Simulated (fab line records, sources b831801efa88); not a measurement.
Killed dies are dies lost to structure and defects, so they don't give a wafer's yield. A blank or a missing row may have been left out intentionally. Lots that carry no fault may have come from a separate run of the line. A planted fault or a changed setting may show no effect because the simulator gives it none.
fab line records | flow sky130
[record] lots = 6 | wafers = 18 | last-day = 49
route steps=708 shown LDD_HVP@287 LDD_LDN@289 PAD_OPEN@708
lots untouched by any fault: they come from a run of this same line in which no faults occurred
start-h: hours from the record's first day to the start of the lot's first wafer shown | wait-h: hours elapsed since this lot's preceding step | " the same as in the row above | L1.1+2: a row that stands for several wafers | - value missing, or start not given | * or withheld: withheld | < > ~ a bound
route shown NAME@n: NAME is a module with steps in the file, n the number in the route of the first one | usual: mean and standard deviation over wafers with no fault | same: alike in all rows | chamber/n: place in a boat | sites: the reading at each site | _std_site: standard deviation of those values | _edge_site: outer sites' mean less inner sites' | radius-mm: for every site, how far away it sits from the centre of the wafer | mask NAME#n: copy n | behind: tool/chamber where the wafer was last shaped | hold: what put the lot on hold/how long, in hours/how the hold closed | device: the transistor (n, p or np) that didn't switch | end of line: tests run on the same wafers once the route is complete | a step given without rows: its recipe and nothing more | killed: count of dies lost to structure and defects at first sort (not the wafer's yield) | map: a wafer's dies, x killed, . not, _ none there
set.NAME: the setting as run; set.NAME@STEP: as run at that earlier step | model.NAME: the simulator's own value behind a step, which no gauge read
a table for each step, a row for each wafer; lots at some steps of the route
services: when a tool's chamber went out of use (start-h, in hours from the record's first day, below 0 if earlier), for how many hours, and the reason
[[steps]]
[step SKY_LDD_HVP_STRIP_09]
[recipe] chemistry = O2/N2 | power-w = 1400 | pressure-mtorr = 1500 | platen-temp-c = withheld | o2-flow-sccm = 3000 | n2-flow-sccm = 300 | overash-fraction = 0.5
[usual] chamber-pressure-mTorr = 1500.0/1.4 | drypump-motor-current-A = 5.4/0.33 | oes-product-au = 0.408/0.0047 | strip-time-to-endpoint-s = 4.130/0.013
lot.wafer | tool            | chamber | start-h | wait-h | chamber-pressure-mTorr | drypump-motor-current-A | oes-product-au | rf-hours-counter-h | strip-time-to-endpoint-s
L110.3    | plasma-asher-03 | 0       | 515.03  | 0.1    | 1500.4                 | 4.8                     | 0.407          | -                  | 4.131
L110.5    | "               | 0       | "       | "      | 1502.8                 | 4.8                     | 0.409          | -                  | 4.120
L110.6    | "               | 1       | "       | "      | 1499.4                 | 5.9                     | 0.407          | -                  | 4.124
L117.1    | plasma-asher-01 | 0       | 576.99  | 0.1    | 1504.7                 | 5.3                     | 0.406          | 14                 | 4.148
L117.2    | "               | 1       | "       | "      | 1499.8                 | 5.3                     | 0.411          | 14                 | 4.142
L117.3    | "               | 0       | "       | "      | 1502.0                 | 5.3                     | 0.411          | -                  | 4.132
L120.1    | plasma-asher-03 | 0       | 601.04  | 0.1    | 1500.7                 | 4.8                     | 0.409          | 92                 | 4.110
L120.4    | "               | 0       | "       | "      | 1502.9                 | 4.8                     | 0.410          | -                  | 4.136
L120.5    | "               | 0       | "       | "      | 1499.4                 | 4.9                     | 0.410          | -                  | 4.140
L121.1    | plasma-asher-02 | 0       | 610.79  | 0.1    | 1499.4                 | 5.8                     | 0.409          | 78                 | 4.120
L121.3    | "               | 1       | "       | "      | 1499.1                 | 5.5                     | 0.406          | -                  | 4.129
L121.4    | "               | 0       | "       | "      | 1501.0                 | 5.9                     | 0.410          | -                  | 4.141
L126.1    | plasma-asher-03 | 0       | 669.49  | 0.1    | 1500.5                 | 4.8                     | 0.412          | 99                 | 4.141
L126.4    | "               | 0       | "       | "      | 1501.9                 | 4.8                     | 0.413          | -                  | 4.130
L126.5    | "               | 1       | "       | "      | 1499.0                 | 5.9                     | 0.412          | -                  | 4.139
L129.1    | plasma-asher-03 | 1       | 674.64  | 0.1    | 1500.7                 | 5.8                     | 0.403          | 99                 | 4.128
L129.4    | "               | 1       | "       | "      | 1501.7                 | 5.9                     | 0.408          | -                  | 4.124
L129.6    | "               | 0       | "       | "      | 1500.0                 | 4.8                     | 0.411          | -                  | 4.110
[step SKY_LDD_HVP_TW_MEAS_10]
[usual] LDD_HVP_TW = 458/3.4
lot.wafer | tool          | chamber | start-h | wait-h | LDD_HVP_TW
L110.3    | film-metro-02 | -       | 515.11  | 0.1    | 452
L110.5    | "             | -       | "       | "      | 453
L110.6    | "             | -       | "       | "      | 454
L117.1    | film-metro-02 | -       | 577.09  | 0.1    | 456
L117.2    | "             | -       | "       | "      | 456
L117.3    | "             | -       | "       | "      | 456
L120.1    | film-metro-03 | -       | 601.14  | 0.1    | 462
L120.4    | "             | -       | "       | "      | 464
L120.5    | "             | -       | "       | "      | 466
L121.1    | film-metro-02 | -       | 610.89  | 0.1    | 451
L121.3    | "             | -       | "       | "      | 455
L121.4    | "             | -       | "       | "      | 456
L126.1    | film-metro-03 | -       | 669.59  | 0.1    | 462
L126.4    | "             | -       | "       | "      | 463
L126.5    | "             | -       | "       | "      | 461
L129.1    | film-metro-02 | -       | 674.74  | 0.1    | 457
L129.4    | "             | -       | "       | "      | 456
L129.6    | "             | -       | "       | "      | 455
[step SKY_LDD_LDN_DEHYDRATE_00]
[recipe] temp-c = 200 | time-s = 60
[step SKY_LDD_LDN_HMDS_01]
[recipe] prime-time-s = 60 | prime-temp-c = 120
[step SKY_LDD_LDN_COAT_02]
[recipe] resist = NOVOLAK | spin-rpm = 3000 | resist-thk-nm = 1140
[step SKY_LDD_LDN_SOFTBAKE_03]
[recipe] temp-c = 90 | time-s = 60 | resist = NOVOLAK
[step SKY_LDD_LDN_EXPOSE_04]
[recipe] mask-id = LDNTM | na = 0.6 | source-shape = conventional | sigma-outer = 0.6 | polarization = unpolarized | target-cd-nm = 700 | dose-mj = 140
[step SKY_LDD_LDN_PEB_05]
[recipe] temp-c = withheld | time-s = * | resist = NOVOLAK
[step SKY_LDD_LDN_DEVELOP_06]
[recipe] resist = NOVOLAK | developer = TMAH | develop-time-s = 60 | dev-temp-c = 23
[step SKY_LDD_LDN_OVL_MEAS_07]
[usual] LDD_LDN_OVL = 0.6/1.6
lot.wafer | tool       | chamber | start-h | wait-h | LDD_LDN_OVL[nm]
L110.3    | overlay-01 | -       | 545.26  | 0.1    | -0.5
L110.5    | "          | -       | "       | "      | 3.1
L110.6    | "          | -       | "       | "      | 0.5
L117.1    | overlay-02 | -       | 605.66  | 0.1    | 1.5
L117.2    | "          | -       | "       | "      | -0.5
L117.3    | "          | -       | "       | "      | -1.3
L120.1    | overlay-02 | -       | 630.06  | 0.1    | -0.9
L120.4    | "          | -       | "       | "      | 1.9
L120.5    | "          | -       | "       | "      | 3.1
L121.1    | overlay-02 | -       | 639.35  | 0.1    | 3.2
L121.3    | "          | -       | "       | "      | 1.1
L121.4    | "          | -       | "       | "      | 1.9
L126.1    | overlay-01 | -       | 696.51  | 0.1    | -1.3
L126.4    | "          | -       | "       | "      | -2.0
L126.5    | "          | -       | "       | "      | -0.4
L129.1    | overlay-01 | -       | 702.05  | 0.1    | 1.5
L129.4    | "          | -       | "       | "      | 1.7
L129.6    | "          | -       | "       | "      | 2.3
[step SKY_LDD_LDN_IMPLANT_08]
[recipe] species = As | energy-kev = 15 | dose-cm2 = 1.25e+13 | tilt-deg = withheld | rotation-deg = 23
[step SKY_LDD_LDN_IMPLANT_09]
[recipe] species = As | energy-kev = 15 | dose-cm2 = 1.25e+13 | tilt-deg = withheld | rotation-deg = 113
[step SKY_LDD_LDN_IMPLANT_10]
[recipe] species = As | energy-kev = 15 | dose-cm2 = 1.25e+13 | tilt-deg = withheld | rotation-deg = 203
[usual] dose-ions-cm2 = 1.2497e+13/1.3e+10 | faraday-current-uA = 70.4/1.3 | rotation-deg = 203.00/0.045
lot.wafer | tool         | chamber | start-h | wait-h | dose-ions-cm2 | faraday-current-uA | rotation-deg
L110.3    | implanter-04 | 0       | 545.64  | 0.1    | 1.2498e+13    | 71.3               | 203.09
L110.5    | "            | 0       | "       | "      | 1.2485e+13    | 71.3               | 202.95
L110.6    | "            | 0       | "       | "      | 1.252e+13     | 69.0               | 202.96
L117.1    | implanter-02 | 0       | 606.00  | 0.1    | 1.9166e+13    | 107.5              | 203.02
L117.2    | "            | 0       | "       | "      | 1.9188e+13    | 105.1              | 203.07
L117.3    | "            | 0       | "       | "      | 1.9179e+13    | 106.3              | 202.97
L120.1    | implanter-02 | 0       | 630.40  | 0.1    | 1.9162e+13    | 104.7              | 203.01
L120.4    | "            | 0       | "       | "      | 1.9162e+13    | 109.6              | 203.03
L120.5    | "            | 0       | "       | "      | 1.915e+13     | 108.7              | 203.03
L121.1    | implanter-01 | 0       | 639.69  | 0.1    | 1.2527e+13    | 70.0               | 202.96
L121.3    | "            | 0       | "       | "      | 1.2515e+13    | 68.4               | 203.00
L121.4    | "            | 0       | "       | "      | 1.2496e+13    | 70.9               | 203.00
L126.1    | implanter-02 | 0       | 696.84  | 0.1    | 1.2492e+13    | 68.8               | 202.95
L126.4    | "            | 0       | "       | "      | 1.251e+13     | 73.1               | 203.01
L126.5    | "            | 0       | "       | "      | 1.251e+13     | 70.0               | 202.96
L129.1    | implanter-04 | 0       | 702.39  | 0.1    | 1.2493e+13    | 70.6               | 203.01
L129.4    | "            | 0       | "       | "      | 1.2503e+13    | 70.0               | 203.06
L129.6    | "            | 0       | "       | "      | 1.2495e+13    | 70.2               | 203.01
[step SKY_LDD_LDN_IMPLANT_11]
[recipe] species = As | energy-kev = 15 | dose-cm2 = 1.25e+13 | tilt-deg = withheld | rotation-deg = 293
[step SKY_LDD_LDN_STRIP_12]
[recipe] chemistry = O2/N2 | power-w = 1400 | pressure-mtorr = 1500 | platen-temp-c = withheld | o2-flow-sccm = 3000 | n2-flow-sccm = 300 | overash-fraction = 0.5
[usual] chamber-pressure-mTorr = 1500.0/1.4 | drypump-motor-current-A = 5.46/0.19 | oes-product-au = 0.716/0.004 | strip-time-to-endpoint-s = 14.20/0.042
lot.wafer | tool            | chamber | start-h | wait-h | chamber-pressure-mTorr | drypump-motor-current-A | oes-product-au | rf-hours-counter-h | strip-time-to-endpoint-s
L110.3    | plasma-asher-04 | 1       | 545.92  | 0.1    | 1499.4                 | 5.42                    | 0.713          | -                  | 14.18
L110.5    | "               | 1       | "       | "      | 1501.4                 | 5.42                    | 0.718          | -                  | 14.14
L110.6    | "               | 0       | "       | "      | 1496.8                 | 5.58                    | 0.709          | -                  | 14.19
L117.1    | plasma-asher-04 | 1       | 606.30  | 0.1    | 1500.7                 | 5.41                    | 0.726          | 49                 | 14.12
L117.2    | "               | 0       | "       | "      | 1498.2                 | 5.60                    | 0.717          | 49                 | 14.16
L117.3    | "               | 0       | "       | "      | 1500.8                 | 5.61                    | 0.714          | -                  | 14.15
L120.1    | plasma-asher-01 | 1       | 630.70  | 0.1    | 1500.7                 | 5.36                    | 0.720          | 20                 | 14.18
L120.4    | "               | 0       | "       | "      | 1500.2                 | 5.26                    | 0.714          | -                  | 14.19
L120.5    | "               | 1       | "       | "      | 1499.6                 | 5.36                    | 0.716          | -                  | 14.22
L121.1    | plasma-asher-01 | 0       | 639.99  | 0.1    | 1499.2                 | 5.24                    | 0.721          | 20                 | 14.21
L121.3    | "               | 0       | "       | "      | 1498.6                 | 5.26                    | 0.715          | -                  | 14.28
L121.4    | "               | 1       | "       | "      | 1500.9                 | 5.32                    | 0.717          | -                  | 14.27
L126.1    | plasma-asher-04 | 0       | 697.14  | 0.1    | 1500.0                 | 5.59                    | 0.712          | 58                 | 14.24
L126.4    | "               | 1       | "       | "      | 1498.0                 | 5.42                    | 0.715          | -                  | 14.25
L126.5    | "               | 0       | "       | "      | 1498.6                 | 5.58                    | 0.713          | -                  | 14.20
L129.1    | plasma-asher-02 | 1       | 702.69  | 0.1    | 1501.0                 | 5.55                    | 0.717          | 87                 | 14.17
L129.4    | "               | 0       | "       | "      | 1499.7                 | 5.86                    | 0.713          | -                  | 14.20
L129.6    | "               | 0       | "       | "      | 1501.6                 | 5.89                    | 0.716          | -                  | 14.19
[step SKY_LDD_LDN_TW_MEAS_13]
[usual] LDD_LDN_TW = 1478/12
lot.wafer | tool          | chamber | start-h | wait-h | LDD_LDN_TW
L110.3    | film-metro-02 | -       | 546.01  | 0.1    | 1481
L110.5    | "             | -       | "       | "      | 1482
L110.6    | "             | -       | "       | "      | 1483
L117.1    | film-metro-02 | -       | 606.40  | 0.1    | 1537
L117.2    | "             | -       | "       | "      | 1535
L117.3    | "             | -       | "       | "      | 1533
L120.1    | film-metro-01 | -       | 630.80  | 0.1    | 1525
L120.4    | "             | -       | "       | "      | 1528
L120.5    | "             | -       | "       | "      | 1527
L121.1    | film-metro-01 | -       | 640.09  | 0.1    | 1477
L121.3    | "             | -       | "       | "      | 1466
L121.4    | "             | -       | "       | "      | 1475
L126.1    | film-metro-01 | -       | 697.24  | 0.1    | 1461
L126.4    | "             | -       | "       | "      | 1470
L126.5    | "             | -       | "       | "      | 1470
L129.1    | film-metro-02 | -       | 702.79  | 0.1    | 1471
L129.4    | "             | -       | "       | "      | 1469
L129.6    | "             | -       | "       | "      | 1476
[step SKY_LDD_LDN_CLEAN_14]
[recipe] chemistry = SC1/SC2 | mix = 1:4:20 | temp-c = 70 | time-s = 150 | dry = n2-spin
[step SKY_PAD_OPEN_PROBE_99]
[usual] killed_at_M0_to_M3 = 42/6.3 | killed_at_M4_up = 3.2/1.9 | killed-at-contacts = 24/5.8 | killed-at-front-end = 15/4.3 | killed-at-other = 0.2/0.62 | killed-dies = 85/9.3 | killed-open = 46/6.8 | killed-short = 38/6.1
[same] gross-dies = 492 | killed-at-back-side = 0
lot.wafer | tool      | chamber | start-h | wait-h | killed_at_M0_to_M3 | killed_at_M4_up | killed-at-contacts | killed-at-front-end | killed-at-other | killed-dies | killed-open | killed-short | model.etest.tip-sonos.rs-ohm-sq
L110.3    | prober-02 | -       | 1081.65 | 0.2    | 36                 | 1               | 33                 | 13                  | 0               | 83          | 44          | 39           | 2607
L110.5    | prober-02 | -       | 1081.75 | 0.2    | 50                 | 3               | 29                 | 16                  | 0               | 98          | 52          | 46           | 2669
L110.6    | prober-02 | -       | 1081.80 | 0.2    | 44                 | 3               | 35                 | 10                  | 0               | 92          | 56          | 36           | 2596
L117.1    | prober-01 | -       | 1120.93 | 0.1    | 47                 | 2               | 29                 | 10                  | 1               | 89          | 50          | 39           | 2490
L117.2    | prober-01 | -       | 1120.98 | 0.1    | 45                 | 2               | 18                 | 19                  | 1               | 85          | 49          | 36           | 2544
L117.3    | prober-01 | -       | 1121.03 | 0.2    | 45                 | 2               | 19                 | 18                  | 0               | 84          | 56          | 28           | 2486
L120.1    | prober-02 | -       | 1139.44 | 0.1    | 40                 | 3               | 19                 | 20                  | 1               | 83          | 46          | 33           | 2497
L120.4    | prober-02 | -       | 1139.59 | 0.2    | 47                 | 4               | 13                 | 15                  | 0               | 79          | 43          | 35           | 2530
L120.5    | prober-02 | -       | 1139.64 | 0.2    | 37                 | 4               | 19                 | 20                  | 0               | 80          | 48          | 29           | 2555
L121.1    | prober-01 | -       | 1146.38 | 0.1    | 40                 | 5               | 18                 | 22                  | 0               | 85          | 45          | 39           | 2677
L121.3    | prober-01 | -       | 1146.48 | 0.2    | 44                 | 1               | 28                 | 15                  | 1               | 89          | 59          | 30           | 2706
L121.4    | prober-01 | -       | 1146.53 | 0.2    | 46                 | 1               | 22                 | 17                  | 0               | 86          | 50          | 36           | 2689
L126.1    | prober-01 | -       | 1179.69 | 0.1    | 36                 | 3               | 24                 | 14                  | 0               | 77          | 42          | 35           | 2682
L126.4    | prober-01 | -       | 1179.84 | 0.2    | 47                 | 5               | 23                 | 20                  | 0               | 95          | 43          | 52           | 2712
L126.5    | prober-01 | -       | 1179.89 | 0.2    | 43                 | 3               | 24                 | 10                  | 0               | 80          | 47          | 33           | 2640
L129.1    | prober-01 | -       | 1185.91 | 0.1    | 46                 | 7               | 19                 | 9                   | 1               | 82          | 39          | 43           | 2647
L129.4    | prober-01 | -       | 1186.06 | 0.2    | 46                 | 6               | 22                 | 15                  | 0               | 89          | 53          | 35           | 2668
L129.6    | prober-01 | -       | 1186.16 | 0.2    | 40                 | 4               | 20                 | 10                  | 0               | 74          | 40          | 34           | 2578
// killed by level:class
L110.3 CONTACT:geometric-particle:open=11 VIA1:geometric-particle:open=10 CONTACT:geometric-particle:short=7 LI_CONTACT:geometric-particle:open=6 LI_CONTACT:geometric-particle:short=5 METAL1:geometric-particle:short=5 METAL2:geometric-particle:short=5 VIA3:geometric-particle:short=4
L110.5 VIA1:geometric-particle:open=11 CONTACT:geometric-particle:open=8 VIA3:geometric-particle:open=8 VIA2:geometric-particle:open=8 FIELD_ISO:geometric-particle:short=7 LI_CONTACT:geometric-particle:open=7 CONTACT:geometric-particle:short=7 LOCAL_INTERCONNECT:geometric-particle:short=6
L110.6 CONTACT:geometric-particle:open=14 LI_CONTACT:geometric-particle:open=12 VIA3:geometric-particle:open=8 VIA1:geometric-particle:open=8 METAL1:geometric-particle:short=6 VIA1:geometric-particle:short=6 VIA2:geometric-particle:open=5 FIELD_ISO:geometric-particle:short=4
L117.1 CONTACT:geometric-particle:open=15 METAL1:geometric-particle:short=13 VIA1:geometric-particle:open=10 LI_CONTACT:geometric-particle:open=6 VIA2:geometric-particle:open=5 VIA3:geometric-particle:open=5 CONTACT:geometric-particle:short=4 METAL2:geometric-particle:short=3
L117.2 VIA3:geometric-particle:open=10 VIA1:geometric-particle:open=8 CONTACT:geometric-particle:short=7 VIA2:geometric-particle:open=7 LI_CONTACT:geometric-particle:open=6 VIA3:geometric-particle:short=6 POLY_GATE:geometric-particle:open=5 CONTACT:geometric-particle:open=5
L117.3 VIA1:geometric-particle:open=14 CONTACT:geometric-particle:open=10 VIA2:geometric-particle:open=8 VIA3:geometric-particle:open=8 POLY_GATE:geometric-particle:open=5 METAL2:geometric-particle:short=5 LI_CONTACT:geometric-particle:open=4 FIELD_ISO:geometric-particle:open=3
L120.1 VIA1:geometric-particle:open=11 CONTACT:geometric-particle:open=8 POLY_GATE:geometric-particle:short=6 METAL1:geometric-particle:short=6 VIA2:geometric-particle:open=6 FIELD_ISO:geometric-particle:open=4 LI_CONTACT:geometric-particle:open=4 VIA1:geometric-particle:short=4
L120.4 VIA2:geometric-particle:open=9 VIA1:geometric-particle:open=9 VIA1:geometric-particle:short=7 POLY_GATE:geometric-particle:open=6 METAL1:geometric-particle:short=6 VIA3:geometric-particle:open=6 CONTACT:geometric-particle:open=4 METAL2:geometric-particle:short=4
L120.5 VIA2:geometric-particle:open=10 CONTACT:geometric-particle:open=8 VIA1:geometric-particle:open=7 POLY_GATE:geometric-particle:open=5 POLY_GATE:geometric-particle:short=5 LI_CONTACT:geometric-particle:open=5 METAL1:geometric-particle:short=5 FIELD_ISO:geometric-particle:short=4
L121.1 CONTACT:geometric-particle:open=12 FIELD_ISO:geometric-particle:short=9 VIA1:geometric-particle:open=9 VIA1:geometric-particle:short=8 FIELD_ISO:geometric-particle:open=4 METAL1:geometric-particle:short=4 VIA2:geometric-particle:open=4 VIA3:geometric-particle:open=4
L121.3 CONTACT:geometric-particle:open=13 LI_CONTACT:geometric-particle:open=9 VIA1:geometric-particle:open=9 VIA3:geometric-particle:open=8 VIA2:geometric-particle:open=7 FIELD_ISO:geometric-particle:open=6 VIA1:geometric-particle:short=6 VIA2:geometric-particle:short=6
L121.4 VIA1:geometric-particle:open=14 VIA2:geometric-particle:open=7 METAL1:geometric-particle:short=7 LI_CONTACT:geometric-particle:open=6 FIELD_ISO:geometric-particle:open=5 CONTACT:geometric-particle:short=5 CONTACT:geometric-particle:open=5 VIA3:geometric-particle:open=5
L126.1 CONTACT:geometric-particle:open=17 METAL2:geometric-particle:short=8 FIELD_ISO:geometric-particle:open=4 POLY_GATE:geometric-particle:open=4 VIA1:geometric-particle:open=4 METAL1:geometric-particle:short=4 VIA2:geometric-particle:open=4 METAL3:geometric-particle:short=4
L126.4 CONTACT:geometric-particle:open=10 FIELD_ISO:geometric-particle:short=9 VIA3:geometric-particle:short=9 VIA2:geometric-particle:open=8 VIA1:geometric-particle:open=7 VIA3:geometric-particle:open=6 LI_CONTACT:geometric-particle:open=4 LOCAL_INTERCONNECT:geometric-particle:short=4
L126.5 VIA1:geometric-particle:open=11 CONTACT:geometric-particle:open=10 VIA2:geometric-particle:open=10 METAL1:geometric-particle:short=6 VIA1:geometric-particle:short=6 POLY_GATE:geometric-particle:open=5 LI_CONTACT:geometric-particle:open=4 LOCAL_INTERCONNECT:geometric-particle:short=4
L129.1 VIA3:geometric-particle:open=9 VIA2:geometric-particle:open=8 CONTACT:geometric-particle:short=6 VIA1:geometric-particle:open=6 METAL4:geometric-particle:short=6 VIA1:geometric-particle:short=5 LI_CONTACT:geometric-particle:open=4 METAL1:geometric-particle:short=4
L129.4 CONTACT:geometric-particle:open=9 VIA3:geometric-particle:open=9 VIA1:geometric-particle:open=8 VIA2:geometric-particle:open=7 LI_CONTACT:geometric-particle:open=6 METAL4:geometric-particle:short=6 FIELD_ISO:geometric-particle:open=4 POLY_GATE:geometric-particle:open=4
L129.6 VIA1:geometric-particle:open=10 VIA3:geometric-particle:open=7 METAL1:geometric-particle:short=7 POLY_GATE:geometric-particle:open=5 LI_CONTACT:geometric-particle:open=5 LOCAL_INTERCONNECT:geometric-particle:short=5 CONTACT:geometric-particle:open=4 VIA1:geometric-particle:short=4
[[services]]
tool            | chamber | start-h | hours | kind
plasma-asher-02 | -       | 514.37  | 0.4   | repair
plasma-asher-04 | -       | 523.65  | 2.8   | pm
plasma-asher-03 | -       | 565.25  | 7.8   | pm
implanter-04    | -       | 572.73  | 1.3   | repair
plasma-asher-02 | -       | 575.91  | 2.8   | pm
plasma-asher-02 | -       | 583.69  | 1.3   | repair
implanter-04    | -       | 584.14  | 1.6   | repair
plasma-asher-01 | -       | 596.66  | 2.8   | pm
implanter-02    | -       | 621.76  | 1.8   | repair
plasma-asher-02 | -       | 624.75  | 4.5   | repair
implanter-04    | -       | 646.06  | 3.2   | pm
implanter-02    | -       | 647.28  | 1.0   | repair
implanter-04    | -       | 666.51  | 4.7   | pm
implanter-01    | -       | 681.66  | 0.6   | repair
implanter-02    | -       | 697.14  | 29.7  | pm
[[key]]
[first-sign] step = SKY_LDD_LDN_IMPLANT_10 | reading = dose-ions-cm2 | direction = up | sigmas = 99+ | usual = * | struck = *
[effect] step = SKY_LDD_LDN_IMPLANT_10 | reading = faraday-current-uA | direction = up | sigmas = 27 | usual = 70.4 | struck = 107.0
[effect] step = SKY_LDD_LDN_TW_MEAS_13 | reading = LDD_LDN_TW | direction = up | sigmas = 4.3 | usual = 1478 | struck = 1531
[model-effect] step = SKY_PAD_OPEN_PROBE_99 | value = etest.tip-sonos.rs-ohm-sq | without = 2702 | struck = 2517
met-at SKY_LDD_LDN_IMPLANT_10
struck-wafers L117.1,L117.2,L117.3,L120.1,L120.4,L120.5
tester-left-out L117,L120
[fault] kind = process-parameter-drift | tool = implanter-02 | chamber = - | onset-h = 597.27 | steps = SKY_LDD_LDN_IMPLANT_10 | channel = dose-cm2 | offset = * | shape = step | end-h = 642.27 | acts-in = * | stated = *
// tester-left-out: of these lots the tester's yield and bins aren't shown, on N5 and GAA mostly nor the transistor test; their killed dies are dies lost to structure and defects alone, not to doping, threshold or leakage, so they don't give the yield
